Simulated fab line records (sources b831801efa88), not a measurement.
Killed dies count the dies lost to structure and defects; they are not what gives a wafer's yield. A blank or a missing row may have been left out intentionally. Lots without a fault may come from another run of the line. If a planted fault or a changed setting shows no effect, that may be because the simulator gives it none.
Problem report, 8D (eight disciplines) form, completed by code || flow gf180mcu || the parts of the form that need people (team, actions taken, sign-off) are left out

== 1. THE PROBLEM ==
Across 6 wafers from 2 lots, DUAL_GATE_OXIDATION_00_THK at GF_DUAL_GATE_THK_MEAS_03 averages 9.12 nm, while fault-free wafers read 10.85 nm with a standard deviation of 0.2. Measured from the usual mean, that is -8.6 standard deviations.
First observed at day 12 21:46: wafer L688.2, on film-metro-01. At this step, 42 wafers from 14 lots have a number in the record. Rule for "out", or "out of limits": more than 4 standard deviations from the usual mean. Any other wafer with a number is counted as sound.

== 2. WHAT IT IS AND WHAT IT IS NOT ==
{"question": "which readings at this step", "is": "DUAL_GATE_OXIDATION_00_THK", "is not": "-"}
{"question": "which lots", "is": "L688, L691", "is not": "L670, L671, L672, L674, L675, L678, L679, L681, L683, L684, L686, L693"}
{"question": "which wafers of those lots", "is": "all that have a number", "is not": "-"}
{"question": "read on which gauges", "is": "film-metro-01", "is not": "film-metro-02, film-metro-03"}
{"question": "when", "is": "from day 12 21:46", "is not": "up to then (33 sound wafers); but 3 sound wafers of L693 came after"}

== 3. THE SUSPECTS, EACH WITH WHAT RULES IT OUT ==
Counting: a tool at a process step up to the reading stays a suspect if it ran every lot that is out and no sound lot after the first of them.
- the gauge at GF_DUAL_GATE_THK_MEAS_03 is ruled out. All the wafers that are out were read on film-metro-01, but those of them that GF_DUAL_GATE_OXIDATION_02 has rows for are out there too, on other tools.
- furnace-01 at GF_DUAL_GATE_OXIDATION_02 (stabilise 600 s, purge 300 s, target thk 10.887 nm): kept. It processed each lot that is out, first L688 at day 12 20:19, and no sound lot thereafter; up to then, the last sound lot it processed was L681 at day 10 16:46. Its own readings are out on those wafers: spike-tc-bottom-C, spike-tc-centre-C, spike-tc-lower-C, spike-tc-top-C, spike-tc-upper-C, tube-center-temp-C, tube_center_temp_C_max.
The count leaves furnace-01 at GF_DUAL_GATE_OXIDATION_02.

== 4. THE CAUSE (what the simulator had put in) ==
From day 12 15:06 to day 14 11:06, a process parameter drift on furnace-01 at GF_DUAL_GATE_OXIDATION_02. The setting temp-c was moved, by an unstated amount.
The count eliminated every tool but this one.

== 5. THE CHAIN OF EFFECTS, in route order ==
Each row: a reading whose mean over the struck wafers that have a number lies more than 3 standard deviations from the usual. Only readings whose record carries a usual standard deviation are examined. hours: median over the lots of the time between each lot's start at the first step of this table that gives one and its start at this step. sigmas: the change, counted in usual standard deviations.
{"hours": 0, "step": "GF_DUAL_GATE_OXIDATION_02", "reading": "spike-tc-bottom-C", "usual": "916.4 C", "on struck wafers": 903.3, "change": -13.1, "sigmas": -5.7}
{"hours": 0, "step": "GF_DUAL_GATE_OXIDATION_02", "reading": "spike-tc-centre-C", "usual": "900.7 C", "on struck wafers": 885.9, "change": -14.8, "sigmas": -15}
{"hours": 0, "step": "GF_DUAL_GATE_OXIDATION_02", "reading": "spike-tc-lower-C", "usual": "901.2 C", "on struck wafers": 885.1, "change": -16.1, "sigmas": -15}
{"hours": 0, "step": "GF_DUAL_GATE_OXIDATION_02", "reading": "spike-tc-top-C", "usual": "909.8 C", "on struck wafers": 896.0, "change": -13.8, "sigmas": -8.7}
{"hours": 0, "step": "GF_DUAL_GATE_OXIDATION_02", "reading": "spike-tc-upper-C", "usual": "900.0 C", "on struck wafers": 884.6, "change": -15.4, "sigmas": -14}
{"hours": 0, "step": "GF_DUAL_GATE_OXIDATION_02", "reading": "tube-center-temp-C", "usual": "900 C", "on struck wafers": 885, "change": -15, "sigmas": "-99 or more"}
{"hours": 0, "step": "GF_DUAL_GATE_OXIDATION_02", "reading": "tube_center_temp_C_max", "usual": 902.4, "on struck wafers": 887.0, "change": -15.4, "sigmas": -38}
{"hours": 1, "step": "GF_DUAL_GATE_THK_MEAS_03", "reading": "DUAL_GATE_OXIDATION_00_THK", "usual": "10.85 nm", "on struck wafers": 9.12, "change": -1.72, "sigmas": -8.6}
Its process steps:
- GF_DUAL_GATE_OXIDATION_02: stabilise 600 s, purge 300 s, target thk 10.887 nm.

== 6. WHAT WOULD HAVE CAUGHT IT SOONER ==
The first out-of-limits reading at a measuring or inspecting step in this record came at day 12 21:46, 7 hours after the fault's start at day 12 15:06.
The tool's own readings at GF_DUAL_GATE_OXIDATION_02 were out on every struck wafer that the step has a row for (spike-tc-bottom-C, spike-tc-centre-C, spike-tc-lower-C, spike-tc-top-C, spike-tc-upper-C, tube-center-temp-C, tube_center_temp_C_max): an alarm limit on them would have fired on the first of those.
L691, from the lots that are out (2), started GF_DUAL_GATE_OXIDATION_02 on furnace-01 later than day 12 21:46. A hold on the tool at that time would have spared it.
